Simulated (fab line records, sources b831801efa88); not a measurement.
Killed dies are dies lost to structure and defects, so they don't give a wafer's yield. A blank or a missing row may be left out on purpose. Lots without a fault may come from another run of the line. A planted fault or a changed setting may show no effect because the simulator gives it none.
One fault seen from 2 desks | flow sky130 | each desk has only its own numbers; what lay behind them comes last

THE TOOL OWNER'S DESK: pecvd-02
The tool's own readings at SKY_PASSIVATION_CVD_02 (deposits Si3N4, target thk 540 nm): means of the sampled wafers that have a number, for each lot that ran on this tool. A lot is out of limits, marked OUT, if its mean lies more than 4 standard deviations from the usual mean; the brackets give that distance.
Columns: A = heater_power_w at SKY_PASSIVATION_CVD_02, usual 714 W; B = susceptor_temp_C at SKY_PASSIVATION_CVD_02, usual 399.97 C
lot  | first seen here | A   | B
L470 | day 43 23:54    | 711 | 399.87
L479 | day 46 13:02    | 751 | -
L480 | day 46 16:16    | 713 | -
This desk's finding: nothing out of limits on any of the 3 lots.

THE METROLOGY DESK
What the gauges read, lot by lot, whatever tool the lot ran on: means of the sampled wafers that have a number. A lot is out of limits, marked OUT, if its mean lies more than 4 standard deviations from the usual mean; the brackets give that distance.
Columns: A = CAPM_TIN_RS at SKY_CAPM_RS_MEAS_03, usual 6.92 ohm/sq; B = VIA4_OVL at SKY_VIA4_OVL_MEAS_11, usual 0.2 nm; C = PASSIVATION_CVD_02_THK at SKY_PASSIVATION_THK_MEAS_03, usual 540 nm
lot  | first seen here | A    | B    | C
L470 | day 36 12:14    | 6.90 | 0.4  | 546
L471 | day 37 03:24    | 6.90 | 1.6  | 542
L479 | day 39 11:35    | 6.89 | 0.8  | 486 (-9.0) OUT
L480 | day 39 17:05    | 6.99 | -0.2 | 481 (-9.8) OUT
L484 | day 41 01:32    | 6.89 | 1.1  | 538
L483 | day 41 01:50    | 6.87 | -1.4 | 538
L485 | day 41 07:05    | 7.00 | 0.9  | 536
L487 | day 42 01:54    | 6.93 | 0.3  | 536
L489 | day 42 12:14    | 6.95 | -2.1 | 541
L490 | day 42 19:23    | 6.97 | 1.1  | 544
L491 | day 43 02:05    | 6.99 | 1.0  | 548
This desk's finding: out of limits on L479, L480; first on L479, day 46 13:11 (PASSIVATION_CVD_02_THK at SKY_PASSIVATION_THK_MEAS_03). In limits: L470, L471, L484, L483, L485, L487, L489, L490, L491.

PUT TOGETHER
The metrology desk could have raised an alarm at day 46 13:11, on L479, L480.
The tool owner's desk saw nothing out of limits.
The tool owner's desk has L479, L480 on record, within its limits.
Of the lots named, all ran SKY_PASSIVATION_CVD_02 on pecvd-02.

WHAT THE SIMULATOR HAD PUT IN
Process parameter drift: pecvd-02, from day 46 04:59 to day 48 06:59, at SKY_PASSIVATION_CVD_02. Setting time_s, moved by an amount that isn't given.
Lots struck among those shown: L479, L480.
Hours from the fault's start to each desk's first reading out of limits: the metrology desk, 8.
